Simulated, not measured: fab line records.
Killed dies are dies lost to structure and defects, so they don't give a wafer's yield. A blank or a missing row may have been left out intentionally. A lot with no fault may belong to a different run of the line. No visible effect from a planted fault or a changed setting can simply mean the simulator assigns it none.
A struck lot beside a sound one | flow sky130 | 20 out of 708 route steps
Sound: wafers L412.1, L412.2, L412.5. The struck wafers were L416.2, L416.3, L416.6. The cause is given at the end.
Per side, at each step with rows, come the tool, then ch with its chambers, and then its first start. Under that, the readings that differ: sound wafers | struck wafers | difference of the means | sigmas: that difference in standard deviations of wafers without a fault.
alike: a reading whose means differ by less than 2 such deviations, as well as words and numbers matching on both sides. not compared: withheld readings; readings where some wafer has no value; bounds like >300 that might hide an equal value; numbers whose values overlap and for which the record gives no deviation.
Wherever a step has rows on one side only, a row that says differs or no value, or a row with sigmas, the two part there. Non-overlapping numbers with no deviation appear without sigmas and do not part them. A reading that every wafer of one side lacks parts them only if that side has two wafers or more.

SKY_FIELD_ISO_BOW_MEAS_00:
  struck on film metro-03, day 3 17:01; sound on film metro-01, day 2 21:00
  alike: INCOMING_BOW
then, 1 step without rows for these wafers: SKY_FIELD_ISO_OXIDATION_01 (stabilise 600 s, purge 300 s, target thk 12 nm).
SKY_FIELD_ISO_THK_MEAS_02:
  struck on film metro-04, day 3 19:13; sound on film metro-01, day 2 22:38
  alike: FIELD_ISO_OXIDATION_00_THK
then, 1 step without rows for these wafers: SKY_FIELD_ISO_CVD_03 (deposits Si3N4 from DCS/NH3, target thk 165 nm, time 2830 s).
SKY_FIELD_ISO_THK_MEAS_04:
  struck on film metro-03, day 3 21:04; sound on film metro-04, day 3 00:29
  alike: FIELD_ISO_CVD_03_THK
then, 5 steps without rows for these wafers: SKY_FIELD_ISO_DEHYDRATE_05 (time 60 s); SKY_FIELD_ISO_HMDS_06 (prime time 60 s); SKY_FIELD_ISO_COAT_07 (resist thk 60 nm); SKY_FIELD_ISO_COAT_08 (resist thk 450 nm); SKY_FIELD_ISO_SOFTBAKE_09 (time 90 s).
SKY_FIELD_ISO_EXPOSE_10: exposes mask FOM, target cd 150 nm.
  sound on krf scanner-02 ch 0, day 3 08:08; struck on krf scanner-01 ch 0, day 4 05:31
  reading              | sound             | struck            | difference | sigmas
  exposure dose mJ cm2 | 27.97 27.93 27.92 | 29.98 29.97 29.96 | +2.03      | +58
  alike: mask, focus offset nm
then, 2 steps without rows for these wafers: SKY_FIELD_ISO_PEB_11; SKY_FIELD_ISO_DEVELOP_12 (develop time 60 s).
SKY_FIELD_ISO_CD_MEAS_13 targets a cd of 150 nm.
  struck on cd sem-01, day 4 13:53; sound on cd sem-01, day 3 15:50
  reading    | sound             | struck            | difference | sigmas
  cd nm (nm) | 152.5 152.3 152.2 | 138.5 138.9 137.2 | -14.1      | -9
  not compared: hold
SKY_FIELD_ISO_ETCH_14: etches BARC in N2/H2, stops on SiO2, time 45.9 s, target depth 60 nm.
  sound on rie diel-01 ch 0,3, day 3 15:58; struck on rie diel-01 ch 1,3, day 4 15:05
  reading                    | sound           | struck                                                                     | difference                   | sigmas
  hold                       | - - -           | await dispo/1.1h/release await dispo/1.1h/release await dispo/1.1h/release | no value on the sound wafers |
  model.FIELD_ISO.cd nm (nm) | 153 153.3 152.9 | 139.5 139.4 137.9                                                          | -14.1                        |
  alike: chamber pressure mTorr, drypump motor current A, oes product au, throttle valve pct
  not compared: rf hours counter h
SKY_FIELD_ISO_ETCH_15: etches the open film in CHF3/O2, stops on Si, target depth 180 nm, time 72 s.
  sound on rie diel-01 ch 0,3, day 3 16:00; struck on rie diel-01 ch 1,3, day 4 15:08
  alike: chamber pressure mTorr, drypump motor current A, oes product au, throttle valve pct
  not compared: rf hours counter h
SKY_FIELD_ISO_STRIP_16: strips in O2/N2.
  sound on plasma asher-03 ch 0,1, day 3 16:04; struck on plasma asher-03 ch 0, day 4 15:11
  alike: chamber pressure mTorr, drypump motor current A, oes product au, strip time to endpoint s
  not compared: rf hours counter h
SKY_FIELD_ISO_ETCH_17: etches Si in HBr/Cl2/O2, target depth 342 nm, time 97.7 s.
  sound on rie si-01 ch 1,2, day 3 16:10; struck on rie si-02 ch 0,2,3, day 4 15:17
  reading                    | sound             | struck            | difference | sigmas
  model.FIELD_ISO.cd nm (nm) | 152.7 151.5 151.8 | 137.8 140.2 136.9 | -13.7      |
  alike: chamber pressure mTorr, drypump motor current A, oes product au, throttle valve pct
  not compared: rf hours counter h
then, 1 step without rows for these wafers: SKY_FIELD_ISO_WET_ETCH_18 (etches Si3N4 in H3PO4, target depth 25 nm, time 286 s).
-- a jump in the record: the struck wafers' starts before and after are 44 days apart (it breaks off in module FIELD_ISO and resumes in module PAD_OPEN, where the first step shown is number 708 of the route) --
SKY_PAD_OPEN_PROBE_99:
  struck on prober-01, day 48 07:38; sound on prober-01, day 47 06:52
  reading                                 | sound             | struck            | difference | sigmas
  model.etest.pfet g5v0d10v5.r on ohm um  | 4670 4710 4595    | 4838 4807 4830    | +167       |
  model.etest.res pdiff.line ohm um       | 1341 1352 1355    | 1499 1470 1540    | +154       |
  model.etest.res ndiff.line ohm um       | 739.3 760.3 754.7 | 829.7 824.9 839.7 | +80.0      |
  model.etest.sram nfet pass.drive ua um  | 478.9 495.7 489.2 | 439.1 437.4 423.2 | -54.7      |
  model.etest.sonos uncharged.r on ohm um | 811.1 805.3 808.1 | 840 845 850.1     | +37        |
  model.etest.res pdiff.width nm (nm)     | 146 144.6 145.3   | 131.3 134.1 130.8 | -13.2      |
  model.etest.res ndiff.width nm (nm)     | 159.8 158 158.5   | 144.6 147.3 143.5 | -13.6      |
  model.etest.sram pfet latch.drive ua um | 141.2 140.8 147.9 | 131.9 131.7 129.3 | -12.3      |
  alike: killed_at_M0_to_M3, killed_at_M4_up, killed at contacts, killed at front end, killed at other, killed dies, killed open, killed short

WHERE THEY PART
First at SKY_FIELD_ISO_EXPOSE_10; last, within this record, at SKY_FIELD_ISO_ETCH_14. Later steps at which nothing parts them and some readings are alike: SKY_FIELD_ISO_ETCH_15, SKY_FIELD_ISO_STRIP_16, SKY_FIELD_ISO_ETCH_17, SKY_PAD_OPEN_PROBE_99.

WHY: the cause the simulator had injected
Drift in process parameters on krf scanner-01 at SKY_FIELD_ISO_EXPOSE_10, starting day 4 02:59. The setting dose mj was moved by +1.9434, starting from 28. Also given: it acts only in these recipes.
